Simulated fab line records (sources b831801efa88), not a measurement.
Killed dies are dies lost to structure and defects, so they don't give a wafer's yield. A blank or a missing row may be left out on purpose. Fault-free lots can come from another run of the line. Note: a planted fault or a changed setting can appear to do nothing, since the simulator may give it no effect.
8D (eight disciplines) problem report, filled in by code || flow sfq-line || the parts of the form that need people (team, actions taken, sign-off) are left out

== 1. WHAT WENT WRONG ==
Mean M8_OVL at SFQ_M8_OVL_MEAS_948: 264 nm over 9 wafers in 3 lots; fault-free wafers: 2 nm, standard deviation 5.3. That puts it +49 standard deviations away from the usual mean.
Earliest sighting: wafer L583.1 on overlay-01 at day 89 18:32. Wafers with a number at this step in the record: 45, from 15 lots. By rule, "out" or "out of limits" means more than 4 standard deviations away from the usual mean. The other wafers with a number count as sound.

== 2. WHAT THIS IS AND IS NOT ==
{"question": "which readings at this step", "is": "M8_OVL", "is not": "-"}
{"question": "which lots", "is": "L583, L584, L585", "is not": "L578, L580, L581, L582, L586, L591, L592, L594, L597, L598, L599, L600"}
{"question": "which wafers of those lots", "is": "all that have a number", "is not": "-"}
{"question": "read on which gauges", "is": "overlay-01, overlay-02", "is not": "-"}
{"question": "when", "is": "from day 89 18:32", "is not": "up to then (12 sound wafers); but 24 sound wafers of L586, L591, L592, L594, L597, L598, L599, L600 came after"}

== 3. SUSPECTS, AND WHAT RULES EACH OUT ==
Counting: a tool stays on the suspect list if, at a process step up to the reading, it processed all lots that are out and no sound lot following the first of them.
- the gauge at SFQ_M8_OVL_MEAS_948 has been ruled out. The wafers that are out were read on 2 gauges (overlay-01, overlay-02).
- krf-scanner-02 at SFQ_TRILAYER_M8_LITHO_EXPOSE_194 (exposes mask M8, target cd 2000 nm): kept. All lots that are out passed through it, beginning with L583 at day 89 17:02, and no sound lot followed; its final sound lot before that point was L582 at day 89 11:02.
Remaining after the count: krf-scanner-02 at SFQ_TRILAYER_M8_LITHO_EXPOSE_194.

== 4. THE CAUSE (what the simulator had put in) ==
Scanner matching overlay: krf-scanner-02, from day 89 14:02 on, at SFQ_TRILAYER_M8_LITHO_EXPOSE_194. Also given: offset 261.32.
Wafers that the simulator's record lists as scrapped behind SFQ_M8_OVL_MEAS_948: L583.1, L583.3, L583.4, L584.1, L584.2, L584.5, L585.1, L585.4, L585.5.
This tool alone remained once counting was done.

== 5. THE CHAIN OF EFFECTS, in route order ==
Rows list readings where the struck wafers' mean (over those with a number) sits beyond 3 standard deviations from the usual. Readings are gone through only where the record gives a usual standard deviation; hours: the median, over the lots, of the time from a lot's start at the first step in this table giving one to that lot's start at this step; sigmas: the change measured in usual standard deviations.
{"hours": 0, "step": "SFQ_M8_OVL_MEAS_948", "reading": "M8_OVL", "usual": "2 nm", "on struck wafers": 264, "change": "+262", "sigmas": "+49"}

== 6. HOW IT WOULD HAVE BEEN CAUGHT EARLIER ==
The first out-of-limits reading at a measuring or inspecting step in this record came at day 89 18:32, 4 hours after the fault's start at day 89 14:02.
No tool reading at SFQ_TRILAYER_M8_LITHO_EXPOSE_194 that has a usual standard deviation in the record was out on any struck wafer, so an alarm limit of 4 standard deviations on those readings would not have fired.
Among the 3 lots that are out, L584, L585 began SFQ_TRILAYER_M8_LITHO_EXPOSE_194 on krf-scanner-02 after day 89 18:32. A hold on the tool at that time would have spared those 2.
